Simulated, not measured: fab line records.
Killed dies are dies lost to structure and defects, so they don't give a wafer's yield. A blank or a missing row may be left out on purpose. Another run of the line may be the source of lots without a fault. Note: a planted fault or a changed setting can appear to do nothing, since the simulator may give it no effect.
fab line records	flow gf180mcu
[record] lots = 13	wafers = 39	last-day = 34
route steps=602 shown NSD@242 PSD@261 SALICIDE@280
lots with no fault: from the same line, run without faults
start-h: start of the lot's first displayed wafer, in hours after the record's first day	wait-h: hours from the lot's prior step to this one	" as in the row above	L1.1+2: a single row standing in for several wafers	- no value, or no start was given	* or withheld: withheld	< > ~ a bound
route shown NAME@n: a module of which the file shows steps, and the number in the route of the first	usual: the fault-free wafers' mean and standard deviation	same: alike in all rows	chamber/n: place in a boat	sites: per-site readings	_std_site: standard deviation across them	_edge_site: the outer-site mean with the inner-site mean subtracted	radius-mm: how far each site lies from the wafer's centre	mask NAME#n: copy n	behind: the most recent tool/chamber to have shaped the wafer	hold: why the lot was held/for how many hours/how that ended	device: which transistor (n, p or np) failed to switch	end of line: the same wafers' tests at the end of the route	a step without rows: its recipe alone	killed: the dies lost at the first sort to structure and to defects; this is not the yield of the wafer	map: per-die view of a wafer (x killed, . not killed, _ where there is no die)
set.NAME: setting as actually run; set.NAME@STEP: the setting as run at that earlier step	model.NAME: the simulator's own value behind a step, which no gauge read
one table for each step of the route and one row for each wafer, over a sample of lots
services: a tool's chamber out of use, with start hour (start-h, from the record's first day; less than 0 if before it), hours out, and reason
[[steps]]
[step GF_NSD_CD_MEAS_07]
[recipe] target-cd-nm = 400
[usual] cd-nm = 399.5/2.1
lot.wafer	tool	chamber	start-h	wait-h	cd-nm
L118.1	cd-sem-02	-	297.77	0.1	397.7
L118.4	"	-	"	"	400.1
L118.5	"	-	"	"	395.7
L119.2	cd-sem-02	-	301.84	0.1	397.7
L119.3	"	-	"	"	395.3
L119.6	"	-	"	"	394.3
L120.1	cd-sem-01	-	306.82	0.1	402.6
L120.3	"	-	"	"	403.1
L120.5	"	-	"	"	401.5
L122.2	cd-sem-01	-	324.03	0.1	398.0
L122.3	"	-	"	"	398.8
L122.4	"	-	"	"	397.6
L123.3	cd-sem-02	-	333.35	0.1	397.7
L123.4	"	-	"	"	399.2
L123.5	"	-	"	"	398.5
L124.1	cd-sem-01	-	346.79	0.2	401.1
L124.5	"	-	"	"	400.9
L124.6	"	-	"	"	403.1
L126.2	cd-sem-01	-	359.83	0.1	396.9
L126.3	"	-	"	"	396.5
L126.4	"	-	"	"	393.8
L127.1	cd-sem-02	-	372.57	0.1	401.0
L127.2	"	-	"	"	400.8
L127.4	"	-	"	"	399.3
L128.1	cd-sem-01	-	379.37	0.1	400.9
L128.2	"	-	"	"	400.3
L128.6	"	-	"	"	401.2
L129.4	cd-sem-02	-	379.48	0.1	404.0
L129.5	"	-	"	"	401.3
L129.6	"	-	"	"	401.5
L130.1	cd-sem-01	-	394.91	0.1	400.3
L130.3	"	-	"	"	399.7
L130.6	"	-	"	"	399.6
L138.1	cd-sem-02	-	470.51	0.1	403.0
L138.2	"	-	"	"	402.7
L138.3	"	-	"	"	400.6
L139.1	cd-sem-02	-	476.51	0.1	397.4
L139.3	"	-	"	"	398.4
L139.4	"	-	"	"	396.6
[step GF_NSD_OVL_MEAS_08]
[usual] NSD_OVL = 0.3/1.3
lot.wafer	tool	chamber	start-h	wait-h	NSD_OVL[nm]
L118.1	overlay-01	-	297.89	0.1	1.5
L118.4	"	-	"	"	0.4
L118.5	"	-	"	"	0.7
L119.2	overlay-01	-	301.94	0.1	-0.8
L119.3	"	-	"	"	0.5
L119.6	"	-	"	"	0.0
L120.1	overlay-01	-	306.94	0.1	-1.7
L120.3	"	-	"	"	-3.2
L120.5	"	-	"	"	-0.6
L122.2	overlay-01	-	324.14	0.1	1.1
L122.3	"	-	"	"	0.9
L122.4	"	-	"	"	1.7
L123.3	overlay-01	-	333.44	0.1	0.6
L123.4	"	-	"	"	0.8
L123.5	"	-	"	"	1.1
L124.1	overlay-02	-	346.91	0.1	0.1
L124.5	"	-	"	"	-0.1
L124.6	"	-	"	"	-1.6
L126.2	overlay-01	-	359.94	0.1	1.9
L126.3	"	-	"	"	-1.1
L126.4	"	-	"	"	0.1
L127.1	overlay-01	-	372.69	0.1	2.1
L127.2	"	-	"	"	1.1
L127.4	"	-	"	"	0.8
L128.1	overlay-01	-	379.49	0.1	1.5
L128.2	"	-	"	"	0.9
L128.6	"	-	"	"	2.0
L129.4	overlay-02	-	379.56	0.1	-1.0
L129.5	"	-	"	"	0.8
L129.6	"	-	"	"	0.0
L130.1	overlay-02	-	395.03	0.1	-0.2
L130.3	"	-	"	"	0.9
L130.6	"	-	"	"	0.9
L138.1	overlay-02	-	470.63	0.1	-0.4
L138.2	"	-	"	"	-0.7
L138.3	"	-	"	"	1.3
L139.1	overlay-01	-	476.63	0.1	2.1
L139.3	"	-	"	"	-0.2
L139.4	"	-	"	"	1.3
[step GF_PSD_RTA_13]
[recipe] temp-c = 1025	time-s = 20	ambient = N2
[usual] lamp-power-pct = 36.82/0.28	wafer_temp_C_max = 1028.9/0.79
lot.wafer	tool	chamber	start-h	wait-h	lamp-power-pct	wafer_temp_C_max
L118.1	rtp-anneal-01	0	319.03	0.0	36.62	1027.7
L118.4	"	0	"	"	36.66	1029.3
L118.5	"	0	"	"	36.62	1029.9
L119.2	rtp-anneal-01	0	322.64	0.0	36.65	1028.7
L119.3	"	0	"	"	36.67	1027.9
L119.6	"	0	"	"	36.62	1031.0
L120.1	rtp-anneal-01	0	328.58	0.0	36.62	1028.9
L120.3	"	0	"	"	36.66	1029.1
L120.5	"	0	"	"	36.67	1028.5
L122.2	rtp-anneal-01	0	346.44	0.0	36.65	1028.1
L122.3	"	0	"	"	36.62	1029.2
L122.4	"	0	"	"	36.68	1028.2
L123.3	rtp-anneal-01	0	356.37	0.0	36.66	1029.7
L123.4	"	0	"	"	36.69	1028.8
L123.5	"	0	"	"	36.69	1029.7
L124.1	rtp-anneal-01	0	370.15	0.0	36.69	1029.5
L124.5	"	0	"	"	36.72	1029.5
L124.6	"	0	"	"	36.64	1027.9
L126.2	rtp-anneal-02	0	383.00	0.0	37.28	1028.2
L126.3	"	0	"	"	37.38	1028.6
L126.4	"	0	"	"	37.27	1029.1
L127.1	rtp-anneal-01	0	396.23	0.0	36.66	1029.0
L127.2	"	0	"	"	36.64	1028.3
L127.4	"	0	"	"	36.68	1028.5
L128.1	rtp-anneal-01	0	403.01	0.0	36.63	1028.8
L128.2	"	0	"	"	36.69	1027.6
L128.6	"	0	"	"	36.70	1028.7
L129.4	rtp-anneal-02	0	403.27	0.0	37.20	1030.2
L129.5	"	0	"	"	37.28	1028.0
L129.6	"	0	"	"	37.27	1029.7
L130.1	rtp-anneal-01	0	418.74	0.0	36.68	1029.0
L130.3	"	0	"	"	36.66	1029.8
L130.6	"	0	"	"	36.62	1028.9
L138.1	rtp-anneal-01	0	495.83	0.0	35.56	1018.1
L138.2	"	0	"	"	35.54	1018.1
L138.3	"	0	"	"	35.62	1018.4
L139.1	rtp-anneal-01	0	501.00	0.0	35.59	1016.8
L139.3	"	0	"	"	35.60	1017.1
L139.4	"	0	"	"	35.64	1017.6
[step GF_PSD_RS_MEAS_14]
[recipe] thk-meas-gauge = four-point-probe
[usual] NSD_RS = 46.55/0.087
lot.wafer	tool	chamber	start-h	wait-h	NSD_RS[ohm/sq]
L118.1	film-metro-02	-	319.20	0.1	46.48
L118.4	"	-	"	"	46.40
L118.5	"	-	"	"	46.40
L119.2	film-metro-03	-	322.73	0.1	46.53
L119.3	"	-	"	"	46.55
L119.6	"	-	"	"	46.53
L120.1	film-metro-02	-	328.66	0.1	46.69
L120.3	"	-	"	"	46.63
L120.5	"	-	"	"	46.70
L122.2	film-metro-02	-	346.53	0.1	46.53
L122.3	"	-	"	"	46.73
L122.4	"	-	"	"	46.57
L123.3	film-metro-03	-	356.47	0.1	46.68
L123.4	"	-	"	"	46.53
L123.5	"	-	"	"	46.53
L124.1	film-metro-02	-	370.23	0.1	46.57
L124.5	"	-	"	"	46.53
L124.6	"	-	"	"	46.53
L126.2	film-metro-03	-	383.09	0.1	46.53
L126.3	"	-	"	"	46.45
L126.4	"	-	"	"	46.45
L127.1	film-metro-03	-	396.32	0.1	46.45
L127.2	"	-	"	"	46.57
L127.4	"	-	"	"	46.48
L128.1	film-metro-02	-	403.09	0.1	46.62
L128.2	"	-	"	"	46.62
L128.6	"	-	"	"	46.63
L129.4	film-metro-01	-	403.38	0.1	46.63
L129.5	"	-	"	"	46.61
L129.6	"	-	"	"	46.55
L130.1	film-metro-02	-	418.82	0.1	46.43
L130.3	"	-	"	"	46.39
L130.6	"	-	"	"	46.46
L138.1	film-metro-02	-	495.91	0.1	48.12
L138.2	"	-	"	"	48.08
L138.3	"	-	"	"	48.06
L139.1	film-metro-03	-	501.09	0.1	48.01
L139.3	"	-	"	"	47.99
L139.4	"	-	"	"	47.94
[step GF_PSD_RS_MEAS_15]
[recipe] thk-meas-gauge = four-point-probe
[usual] PSD_RS = 108.1/0.32
lot.wafer	tool	chamber	start-h	wait-h	PSD_RS[ohm/sq]
L118.1	film-metro-02	-	319.32	0.1	107.8
L118.4	"	-	"	"	107.7
L118.5	"	-	"	"	107.8
L119.2	film-metro-03	-	322.85	0.1	108.2
L119.3	"	-	"	"	108.1
L119.6	"	-	"	"	107.8
L120.1	film-metro-02	-	328.78	0.1	108.2
L120.3	"	-	"	"	108.1
L120.5	"	-	"	"	108.1
L122.2	film-metro-02	-	346.65	0.1	108.3
L122.3	"	-	"	"	108.1
L122.4	"	-	"	"	108.3
L123.3	film-metro-03	-	356.59	0.1	108.5
L123.4	"	-	"	"	108.3
L123.5	"	-	"	"	108.4
L124.1	film-metro-02	-	370.35	0.1	108.1
L124.5	"	-	"	"	108.0
L124.6	"	-	"	"	107.9
L126.2	film-metro-03	-	383.21	0.1	107.7
L126.3	"	-	"	"	108.0
L126.4	"	-	"	"	107.9
L127.1	film-metro-03	-	396.44	0.1	108.1
L127.2	"	-	"	"	108.2
L127.4	"	-	"	"	108.3
L128.1	film-metro-02	-	403.21	0.1	108.7
L128.2	"	-	"	"	109.0
L128.6	"	-	"	"	109.0
L129.4	film-metro-01	-	403.50	0.1	108.3
L129.5	"	-	"	"	107.9
L129.6	"	-	"	"	108.4
L130.1	film-metro-02	-	418.94	0.1	107.5
L130.3	"	-	"	"	107.4
L130.6	"	-	"	"	107.7
L138.1	film-metro-02	-	496.03	0.1	115.4
L138.2	"	-	"	"	115.0
L138.3	"	-	"	"	114.9
L139.1	film-metro-03	-	501.21	0.1	115.0
L139.3	"	-	"	"	115.2
L139.4	"	-	"	"	115.3
[step GF_SALICIDE_SPUTTER_02]
[recipe] material = Co	target-thk-nm = 10	power-w = 1000	time-s = 20	chamber-pressure-pa = 0.4
[usual] throttle-valve-pct = 30.0/1.3
lot.wafer	tool	chamber	start-h	wait-h	throttle-valve-pct
L118.1	pvd-sputter-03	-	340.51	0.0	27.5
L118.4	"	-	"	"	28.0
L118.5	"	-	"	"	28.0
L119.2	pvd-sputter-03	-	344.93	0.0	27.7
L119.3	"	-	"	"	31.7
L119.6	"	-	"	"	30.4
L120.1	pvd-sputter-02	-	350.47	0.0	31.1
L120.3	"	-	"	"	30.5
L120.5	"	-	"	"	30.9
L122.2	pvd-sputter-02	-	369.81	0.0	30.7
L122.3	"	-	"	"	29.9
L122.4	"	-	"	"	30.9
L123.3	pvd-sputter-02	-	379.61	0.0	30.6
L123.4	"	-	"	"	31.0
L123.5	"	-	"	"	30.8
L124.1	pvd-sputter-03	-	393.88	0.0	27.9
L124.5	"	-	"	"	31.6
L124.6	"	-	"	"	27.8
L126.2	pvd-sputter-02	-	406.07	0.0	29.7
L126.3	"	-	"	"	30.7
L126.4	"	-	"	"	30.9
L127.1	pvd-sputter-04	-	419.91	0.0	30.4
L127.2	"	-	"	"	30.0
L127.4	"	-	"	"	29.4
L128.1	pvd-sputter-04	-	426.83	0.0	30.2
L128.2	"	-	"	"	30.0
L128.6	"	-	"	"	30.2
L129.4	pvd-sputter-03	-	427.48	0.0	31.6
L129.5	"	-	"	"	27.9
L129.6	"	-	"	"	27.4
L130.1	pvd-sputter-02	-	443.08	0.0	30.6
L130.3	"	-	"	"	31.2
L130.6	"	-	"	"	30.4
L138.1	pvd-sputter-02	-	519.61	0.0	31.1
L138.2	"	-	"	"	29.9
L138.3	"	-	"	"	30.7
L139.1	pvd-sputter-04	-	524.81	0.0	29.2
L139.3	"	-	"	"	29.8
L139.4	"	-	"	"	30.4
[[services]]
tool	chamber	start-h	hours	kind
pvd-sputter-02	1	307.22	-	consumable-replace:kit
pvd-sputter-02	1	307.22	18.0	scheduled-down
pvd-sputter-02	1	307.22	18.0	vent-cycle
pvd-sputter-02	-	311.18	9.5	repair
pvd-sputter-03	2	313.91	-	consumable-replace:kit
pvd-sputter-03	2	313.91	18.0	scheduled-down
pvd-sputter-03	2	313.91	18.0	vent-cycle
pvd-sputter-03	-	314.63	0.5	repair
rtp-anneal-01	-	410.97	6.4	pm
pvd-sputter-04	1	424.28	-	consumable-replace:kit
pvd-sputter-04	1	424.28	18.0	scheduled-down
pvd-sputter-04	1	424.28	18.0	vent-cycle
pvd-sputter-03	-	443.32	2.5	repair
pvd-sputter-03	1	480.60	-	consumable-replace:kit
pvd-sputter-03	1	480.60	18.0	scheduled-down
pvd-sputter-03	1	480.60	18.0	vent-cycle
pvd-sputter-02	0	504.49	-	consumable-replace:kit
pvd-sputter-02	0	504.49	18.0	scheduled-down
pvd-sputter-02	0	504.49	18.0	vent-cycle
pvd-sputter-03	-	523.74	8.0	repair
[[key]]
[first-sign] step = GF_PSD_RTA_13	reading = wafer_temp_C_max	direction = down	sigmas = 14	usual = *	struck = *
[effect] step = GF_PSD_RTA_13	reading = lamp-power-pct	direction = down	sigmas = 4.4	usual = 36.82	struck = 35.59
[effect] step = GF_PSD_RS_MEAS_14	reading = NSD_RS	direction = up	sigmas = 17	usual = 46.55	struck = 48.03
[effect] step = GF_PSD_RS_MEAS_15	reading = PSD_RS	direction = up	sigmas = 22	usual = 108.1	struck = 115.1
met-at GF_PSD_RTA_13
struck-lots L138,L139
tester-left-out L138,L139
not-acting-at GF_NSD_CD_MEAS_07,GF_NSD_OVL_MEAS_08,GF_SALICIDE_SPUTTER_02
onset-between 418.74 495.83
[fault] kind = process-parameter-drift	tool = rtp-anneal-01	chamber = -	onset-h = 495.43	steps = GF_PSD_RTA_13	channel = temp-c	offset = *	shape = step	end-h = 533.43	acts-in = *	stated = *
// tester-left-out: of these lots the tester's yield and bins aren't shown, on N5 and GAA mostly nor the transistor test; their killed dies are dies lost to structure and defects alone, not to doping, threshold or leakage, so they don't give the yield
